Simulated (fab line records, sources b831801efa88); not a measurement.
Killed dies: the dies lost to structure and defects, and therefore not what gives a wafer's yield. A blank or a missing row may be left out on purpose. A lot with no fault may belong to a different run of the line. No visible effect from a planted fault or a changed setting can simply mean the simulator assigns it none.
fab line records + flow gf180mcu
[record]
- lots = 14
- wafers = 41
- last_day = 34
route steps=602 shown HV_LDD@182 M1@317 V1@340
lots that met no fault: taken from a fault-free run of the same line
start_h: hours from the record's first day to the start of the lot's first wafer shown + wait_h: hours from the lot's prior step to this one + " repeats the value in the row above + L1.1+2: a row that stands for several wafers + - no value, or no start given + * or withheld: withheld + < > ~ a bound
route shown NAME@n: a module of which the file shows steps, and the number in the route of the first + usual: average and standard deviation across the fault-free wafers + same: alike in all rows + chamber/n: place in a boat + sites: the reading at each site + _std_site: standard deviation across them + _edge_site: mean of outer sites minus mean of inner sites + radius_mm: how far each site lies from the wafer's centre + mask NAME#n: copy n + behind: tool/chamber where the wafer was last shaped + hold: the reason the lot was held/the length of the hold in hours/how it ended + device: which transistor (n, p or np) failed to switch + end of line: the route-end tests of the same wafers + step lacking rows: just its recipe + killed: at the first sort, the dies lost to defects and structure; wafer yield is something else + map: per-die view of a wafer (x killed, . not killed, _ where there is no die)
set.NAME: the run value of the setting; set.NAME@STEP: its run value at that earlier step + model.NAME: the simulator's own value behind a step, which no gauge read
the route's steps for a sample of lots (tables are steps, rows are wafers)
services: from which hour (start_h, from the record's first day; less than 0 if before it) a tool's chamber was out of use, for how many hours, and why
[[steps]]
[step GF_HV_LDD_DEVELOP_06]
[recipe]
- develop_time_s = 60
- dev_temp_c = 23
[usual]
- chill_plate_temp_C = 22.99/0.1
- resist_line_temp_C = 23.00/0.094
| lot.wafer | tool           | chamber | start_h | wait_h | chill_plate_temp_C | resist_line_temp_C |
|-----------|----------------|---------|---------|--------|--------------------|--------------------|
| L835.4    | litho_track-01 | 0       | 212.00  | 0.1    | 22.86              | 23.11              |
| L835.5    | "              | 0       | "       | "      | 22.83              | 23.18              |
| L835.6    | "              | 0       | "       | "      | 22.94              | 23.04              |
| L836.2    | litho_track-03 | 0       | 215.62  | 0.1    | 23.04              | 23.02              |
| L836.3    | "              | 0       | "       | "      | 22.89              | 23.05              |
| L836.6    | "              | 0       | "       | "      | 23.00              | 23.18              |
| L837.1    | litho_track-01 | 0       | 226.18  | 0.1    | 22.98              | 23.10              |
| L837.3    | "              | 0       | "       | "      | 22.85              | 23.18              |
| L837.4    | "              | 0       | "       | "      | 22.90              | 23.08              |
| L838.1    | litho_track-01 | 0       | 236.23  | 0.1    | 23.05              | 22.97              |
| L838.5    | "              | 0       | "       | "      | 23.00              | 22.78              |
| L838.6    | "              | 0       | "       | "      | 22.84              | 22.91              |
| L839.1    | litho_track-04 | 0       | 240.90  | 0.1    | 23.16              | 23.03              |
| L839.2    | "              | 0       | "       | "      | 23.02              | 22.94              |
| L839.5    | "              | 0       | "       | "      | 23.18              | 23.05              |
| L840.1    | litho_track-04 | 0       | 247.05  | 0.1    | 23.09              | 23.09              |
| L840.2    | "              | 0       | "       | "      | 23.03              | 22.99              |
| L840.6    | "              | 0       | "       | "      | 23.21              | 23.06              |
| L841.1    | litho_track-01 | 0       | 258.07  | 0.1    | 23.08              | 23.04              |
| L841.5    | "              | 0       | "       | "      | 23.08              | 23.12              |
| L841.6    | "              | 0       | "       | "      | 23.08              | 23.19              |
| L845.2    | litho_track-04 | 0       | 285.37  | 0.1    | 23.03              | 22.96              |
| L845.4    | "              | 0       | "       | "      | 23.12              | 23.15              |
| L845.6    | "              | 0       | "       | "      | 23.09              | 22.90              |
| L847.1    | litho_track-04 | 0       | 304.20  | 0.1    | 22.96              | 23.09              |
| L847.3    | "              | 0       | "       | "      | 22.97              | 23.03              |
| L854.2    | litho_track-04 | 0       | 363.42  | 0.1    | 23.08              | 22.98              |
| L854.3    | "              | 0       | "       | "      | 22.99              | 22.92              |
| L854.4    | "              | 0       | "       | "      | 23.17              | 22.99              |
| L855.4    | litho_track-04 | 0       | 370.27  | 0.1    | 22.80              | 23.10              |
| L855.5    | "              | 0       | "       | "      | 22.82              | 22.91              |
| L855.6    | "              | 0       | "       | "      | 22.94              | 23.06              |
| L856.3    | litho_track-04 | 0       | 376.44  | 0.1    | 22.97              | 23.07              |
| L856.4    | "              | 0       | "       | "      | 23.04              | 23.02              |
| L856.5    | "              | 0       | "       | "      | 22.93              | 22.91              |
| L857.1    | litho_track-04 | 0       | 380.94  | 0.1    | 22.95              | 22.90              |
| L857.4    | "              | 0       | "       | "      | 22.95              | 22.84              |
| L857.5    | "              | 0       | "       | "      | 22.86              | 23.10              |
| L858.2    | litho_track-03 | 0       | 391.07  | 0.1    | 23.06              | 22.88              |
| L858.4    | "              | 0       | "       | "      | 22.86              | 22.93              |
| L858.6    | "              | 0       | "       | "      | 22.89              | 22.99              |
[step GF_HV_LDD_CD_MEAS_07]
[recipe]
- target_cd_nm = 400
[usual]
- cd_nm = 401.2/2.1
| lot.wafer | tool      | chamber | start_h | wait_h | cd_nm |
|-----------|-----------|---------|---------|--------|-------|
| L835.4    | cd_sem-01 | -       | 212.14  | 0.1    | 402.2 |
| L835.5    | "         | -       | "       | "      | 400.2 |
| L835.6    | "         | -       | "       | "      | 399.1 |
| L836.2    | cd_sem-02 | -       | 215.77  | 0.1    | 402.8 |
| L836.3    | "         | -       | "       | "      | 404.2 |
| L836.6    | "         | -       | "       | "      | 402.5 |
| L837.1    | cd_sem-02 | -       | 226.33  | 0.1    | 403.6 |
| L837.3    | "         | -       | "       | "      | 401.4 |
| L837.4    | "         | -       | "       | "      | 401.7 |
| L838.1    | cd_sem-02 | -       | 236.38  | 0.1    | 398.3 |
| L838.5    | "         | -       | "       | "      | 396.1 |
| L838.6    | "         | -       | "       | "      | 396.7 |
| L839.1    | cd_sem-01 | -       | 241.05  | 0.1    | 399.3 |
| L839.2    | "         | -       | "       | "      | 400.0 |
| L839.5    | "         | -       | "       | "      | 400.9 |
| L840.1    | cd_sem-01 | -       | 247.20  | 0.1    | 398.7 |
| L840.2    | "         | -       | "       | "      | 402.4 |
| L840.6    | "         | -       | "       | "      | 402.6 |
| L841.1    | cd_sem-01 | -       | 258.22  | 0.1    | 404.9 |
| L841.5    | "         | -       | "       | "      | 404.5 |
| L841.6    | "         | -       | "       | "      | 403.3 |
| L845.2    | cd_sem-01 | -       | 285.52  | 0.1    | 412.3 |
| L845.4    | "         | -       | "       | "      | 401.9 |
| L845.6    | "         | -       | "       | "      | 402.3 |
| L847.1    | cd_sem-02 | -       | 304.35  | 0.1    | 398.9 |
| L847.3    | "         | -       | "       | "      | 408.0 |
| L854.2    | cd_sem-01 | -       | 363.56  | 0.1    | 399.7 |
| L854.3    | "         | -       | "       | "      | 400.3 |
| L854.4    | "         | -       | "       | "      | 402.1 |
| L855.4    | cd_sem-02 | -       | 370.40  | 0.1    | 402.3 |
| L855.5    | "         | -       | "       | "      | 398.9 |
| L855.6    | "         | -       | "       | "      | 398.5 |
| L856.3    | cd_sem-02 | -       | 376.58  | 0.1    | 402.0 |
| L856.4    | "         | -       | "       | "      | 401.0 |
| L856.5    | "         | -       | "       | "      | 401.2 |
| L857.1    | cd_sem-02 | -       | 381.09  | 0.1    | 401.9 |
| L857.4    | "         | -       | "       | "      | 401.6 |
| L857.5    | "         | -       | "       | "      | 402.4 |
| L858.2    | cd_sem-02 | -       | 391.22  | 0.1    | 401.9 |
| L858.4    | "         | -       | "       | "      | 401.0 |
| L858.6    | "         | -       | "       | "      | 402.3 |
[step GF_M1_SPUTTER_02]
[recipe]
- material = AlCu
- target_thk_nm = 450
- power_w = 10600
- time_s = 23.9
- chamber_pressure_pa = 0.4
[usual]
- throttle_valve_pct = 29.7/1.1
| lot.wafer | tool           | chamber | start_h | wait_h | throttle_valve_pct |
|-----------|----------------|---------|---------|--------|--------------------|
| L835.4    | pvd_sputter-04 | -       | 357.91  | 0.0    | 29.2               |
| L835.5    | "              | -       | "       | "      | 29.3               |
| L835.6    | "              | -       | "       | "      | 28.3               |
| L836.2    | pvd_sputter-03 | -       | 361.17  | 0.0    | 30.5               |
| L836.3    | "              | -       | "       | "      | 28.1               |
| L836.6    | "              | -       | "       | "      | 32.1               |
| L837.1    | pvd_sputter-03 | -       | 374.66  | 0.0    | 29.7               |
| L837.3    | "              | -       | "       | "      | 28.5               |
| L837.4    | "              | -       | "       | "      | 28.1               |
| L838.1    | pvd_sputter-03 | -       | 387.08  | 0.0    | 32.3               |
| L838.5    | "              | -       | "       | "      | 29.8               |
| L838.6    | "              | -       | "       | "      | 30.3               |
| L839.1    | pvd_sputter-02 | -       | 394.62  | 0.0    | 28.7               |
| L839.2    | "              | -       | "       | "      | 30.2               |
| L839.5    | "              | -       | "       | "      | 29.0               |
| L840.1    | pvd_sputter-04 | -       | 401.39  | 0.0    | 29.3               |
| L840.2    | "              | -       | "       | "      | 29.8               |
| L840.6    | "              | -       | "       | "      | 30.4               |
| L841.1    | pvd_sputter-03 | -       | 415.23  | 0.0    | 28.2               |
| L841.5    | "              | -       | "       | "      | 28.1               |
| L841.6    | "              | -       | "       | "      | 30.4               |
| L845.2    | pvd_sputter-02 | -       | 448.36  | 0.0    | 28.9               |
| L845.4    | "              | -       | "       | "      | 30.7               |
| L845.6    | "              | -       | "       | "      | 29.0               |
| L847.1    | pvd_sputter-04 | -       | 473.25  | 0.0    | 30.8               |
| L847.3    | "              | -       | "       | "      | 29.6               |
| L854.2    | pvd_sputter-04 | -       | 536.45  | 0.0    | 29.6               |
| L854.3    | "              | -       | "       | "      | 30.6               |
| L854.4    | "              | -       | "       | "      | 28.5               |
| L855.4    | pvd_sputter-02 | -       | 543.78  | 0.0    | 28.9               |
| L855.5    | "              | -       | "       | "      | 30.3               |
| L855.6    | "              | -       | "       | "      | 28.7               |
| L856.3    | pvd_sputter-03 | -       | 550.90  | 0.0    | 30.5               |
| L856.4    | "              | -       | "       | "      | 32.3               |
| L856.5    | "              | -       | "       | "      | 30.5               |
| L857.1    | pvd_sputter-04 | -       | 554.17  | 0.0    | 30.0               |
| L857.4    | "              | -       | "       | "      | 30.6               |
| L857.5    | "              | -       | "       | "      | 29.9               |
| L858.2    | pvd_sputter-03 | -       | 564.76  | 0.0    | 32.2               |
| L858.4    | "              | -       | "       | "      | 32.1               |
| L858.6    | "              | -       | "       | "      | 30.6               |
[step GF_V1_BOW_MEAS_05]
[recipe]
- mode = bow
[usual]
- V1_BOW = 81/6.9
| lot.wafer | tool          | chamber | start_h | wait_h | V1_BOW[um] |
|-----------|---------------|---------|---------|--------|------------|
| L835.4    | film_metro-02 | -       | 381.70  | 0.2    | 86         |
| L835.5    | "             | -       | "       | "      | 75         |
| L835.6    | "             | -       | "       | "      | 85         |
| L836.2    | film_metro-01 | -       | 384.73  | 0.1    | 84         |
| L836.3    | "             | -       | "       | "      | 76         |
| L836.6    | "             | -       | "       | "      | 75         |
| L837.1    | film_metro-02 | -       | 398.34  | 0.2    | 77         |
| L837.3    | "             | -       | "       | "      | 78         |
| L837.4    | "             | -       | "       | "      | 86         |
| L838.1    | film_metro-02 | -       | 411.61  | 0.2    | 82         |
| L838.5    | "             | -       | "       | "      | 75         |
| L838.6    | "             | -       | "       | "      | 73         |
| L839.1    | film_metro-02 | -       | 419.63  | 0.2    | 85         |
| L839.2    | "             | -       | "       | "      | 66         |
| L839.5    | "             | -       | "       | "      | 94         |
| L840.1    | film_metro-01 | -       | 425.85  | 0.2    | 86         |
| L840.2    | "             | -       | "       | "      | 72         |
| L840.6    | "             | -       | "       | "      | 84         |
| L841.1    | film_metro-02 | -       | 440.94  | 0.1    | 78         |
| L841.5    | "             | -       | "       | "      | 80         |
| L841.6    | "             | -       | "       | "      | 65         |
| L845.2    | film_metro-01 | -       | 473.80  | 0.2    | 84         |
| L845.4    | "             | -       | "       | "      | 90         |
| L845.6    | "             | -       | "       | "      | 86         |
| L847.1    | film_metro-01 | -       | 498.84  | 0.2    | 79         |
| L847.3    | "             | -       | "       | "      | 75         |
| L854.2    | film_metro-01 | -       | 560.58  | 0.1    | 83         |
| L854.3    | "             | -       | "       | "      | 92         |
| L854.4    | "             | -       | "       | "      | 76         |
| L855.4    | film_metro-02 | -       | 568.12  | 0.3    | 81         |
| L855.5    | "             | -       | "       | "      | 78         |
| L855.6    | "             | -       | "       | "      | 82         |
| L856.3    | film_metro-01 | -       | 575.03  | 0.1    | 84         |
| L856.4    | "             | -       | "       | "      | 77         |
| L856.5    | "             | -       | "       | "      | 78         |
| L857.1    | film_metro-04 | -       | 578.36  | 0.2    | 92         |
| L857.4    | "             | -       | "       | "      | 95         |
| L857.5    | "             | -       | "       | "      | 88         |
| L858.2    | film_metro-04 | -       | 588.07  | 0.1    | 83         |
| L858.4    | "             | -       | "       | "      | 76         |
| L858.6    | "             | -       | "       | "      | 81         |
[step GF_V1_ETCH_17]
[recipe]
- chemistry = C4F8/O2/Ar
- mask_material = KrF
- target = SiO2
- stop_on = TiN
- source_w = 1500
- bias_w = 1200
- pressure_mtorr = 40
- c4f8_flow_sccm = withheld
- O2_flow_sccm = 6
- Ar_flow_sccm = 300
- time_s = withheld
- target_depth_a = 6300
[usual]
- oes_product_au = 0.856/0.0047
| lot.wafer | tool        | chamber | start_h | wait_h | oes_product_au |
|-----------|-------------|---------|---------|--------|----------------|
| L835.4    | rie_diel-01 | 1       | -       | -      | 0.860          |
| L835.5    | "           | 1       | "       | "      | 0.855          |
| L835.6    | "           | 0       | "       | "      | 0.854          |
| L836.2    | rie_diel-04 | 0       | -       | -      | 0.853          |
| L836.3    | "           | 2       | "       | "      | 0.856          |
| L836.6    | "           | 3       | "       | "      | 0.854          |
| L837.1    | rie_diel-01 | 2       | -       | -      | 0.851          |
| L837.3    | "           | 3       | "       | "      | 0.858          |
| L837.4    | "           | 1       | "       | "      | 0.855          |
| L838.1    | rie_diel-03 | 3       | -       | -      | 0.867          |
| L838.5    | "           | 2       | "       | "      | 0.854          |
| L838.6    | "           | 1       | "       | "      | 0.856          |
| L839.1    | rie_diel-01 | 2       | -       | -      | 0.847          |
| L839.2    | "           | 3       | "       | "      | 0.859          |
| L839.5    | "           | 3       | "       | "      | 0.859          |
| L840.1    | rie_diel-04 | 1       | -       | -      | 0.859          |
| L840.2    | "           | 0       | "       | "      | 0.860          |
| L840.6    | "           | 1       | "       | "      | 0.848          |
| L841.1    | rie_diel-04 | 2       | -       | -      | 0.859          |
| L841.5    | "           | 2       | "       | "      | 0.864          |
| L841.6    | "           | 3       | "       | "      | 0.857          |
| L845.2    | rie_diel-01 | 0       | -       | -      | 0.859          |
| L845.4    | "           | 0       | "       | "      | 0.854          |
| L845.6    | "           | 1       | "       | "      | 0.863          |
| L847.1    | rie_diel-04 | 0       | -       | -      | 0.857          |
| L847.3    | "           | 2       | "       | "      | 0.858          |
| L854.2    | rie_diel-04 | 3       | -       | -      | 0.862          |
| L854.3    | "           | 1       | "       | "      | 0.860          |
| L854.4    | "           | 3       | "       | "      | 0.857          |
| L855.4    | rie_diel-04 | 1       | -       | -      | 0.860          |
| L855.5    | "           | 3       | "       | "      | 0.852          |
| L855.6    | "           | 0       | "       | "      | 0.864          |
| L856.3    | rie_diel-03 | 0       | -       | -      | 0.851          |
| L856.4    | "           | 2       | "       | "      | 0.856          |
| L856.5    | "           | 2       | "       | "      | 0.850          |
| L857.1    | rie_diel-03 | 0       | -       | -      | 0.851          |
| L857.4    | "           | 1       | "       | "      | 0.855          |
| L857.5    | "           | 1       | "       | "      | 0.850          |
| L858.2    | rie_diel-04 | 1       | -       | -      | 0.855          |
| L858.4    | "           | 2       | "       | "      | 0.856          |
| L858.6    | "           | 1       | "       | "      | 0.864          |
[[services]]
| tool           | chamber | start_h | hours | kind   |
|----------------|---------|---------|-------|--------|
| rie_diel-01    | 1       | 188.25  | 5.6   | repair |
| pvd_sputter-03 | -       | 201.97  | 2.9   | repair |
| rie_diel-01    | 1       | 208.43  | 8.8   | repair |
| rie_diel-01    | 0       | 210.42  | 1.4   | repair |
| rie_diel-01    | 1       | 243.41  | 3.1   | repair |
| rie_diel-01    | -       | 246.25  | 0.6   | repair |
| pvd_sputter-03 | -       | 260.57  | 0.5   | repair |
| pvd_sputter-04 | -       | 277.15  | 5.8   | repair |
| pvd_sputter-03 | -       | 287.90  | 6.1   | repair |
| rie_diel-01    | 3       | 306.37  | 3.8   | repair |
| pvd_sputter-03 | -       | 324.59  | 2.4   | repair |
| rie_diel-01    | -       | 355.52  | 1.0   | repair |
| rie_diel-04    | -       | 369.36  | 2.8   | pm     |
| pvd_sputter-04 | -       | 401.76  | 1.1   | repair |
| pvd_sputter-04 | -       | 413.04  | 1.2   | repair |
| rie_diel-01    | 1       | 435.97  | 8.4   | repair |
| rie_diel-01    | 0       | 461.42  | 1.9   | repair |
| rie_diel-01    | 3       | 482.97  | 132.0 | repair |
| rie_diel-01    | 2       | 490.33  | 3.8   | repair |
| rie_diel-01    | 1       | 500.20  | 2.1   | repair |
| rie_diel-04    | 3       | 522.18  | 3.1   | repair |
| rie_diel-04    | 3       | 549.34  | 12.4  | repair |
| pvd_sputter-04 | -       | 583.84  | 14.3  | repair |
| rie_diel-04    | 0       | 593.00  | 7.8   | repair |
[[key]]
[first_sign]
- step = GF_HV_LDD_CD_MEAS_07
- reading = cd_nm
- direction = up
- sigmas = 4.3
- usual = 401.2
- struck = 410.1
effect none on later readings
met_at GF_HV_LDD_DEVELOP_06
struck_lots L845,L847
struck_wafers L845.2,L847.3
tester_left_out L845,L847
not_acting_at GF_M1_SPUTTER_02,GF_V1_BOW_MEAS_05,GF_V1_ETCH_17
onset_between 247.05 285.37
[fault]
- kind = process_parameter_drift
- tool = litho_track-04
- chamber = -
- onset_h = 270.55
- steps = GF_HV_LDD_DEVELOP_06
- channel = develop_time_s
- offset = *
- shape = step
- end_h = 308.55
- scope = struck_wafers_only
- acts_in = *
- stated = *
// tester_left_out: of these lots the tester's yield and bins aren't shown, on N5 and GAA mostly nor the transistor test; their killed dies are dies lost to structure and defects alone, not to doping, threshold or leakage, so they don't give the yield
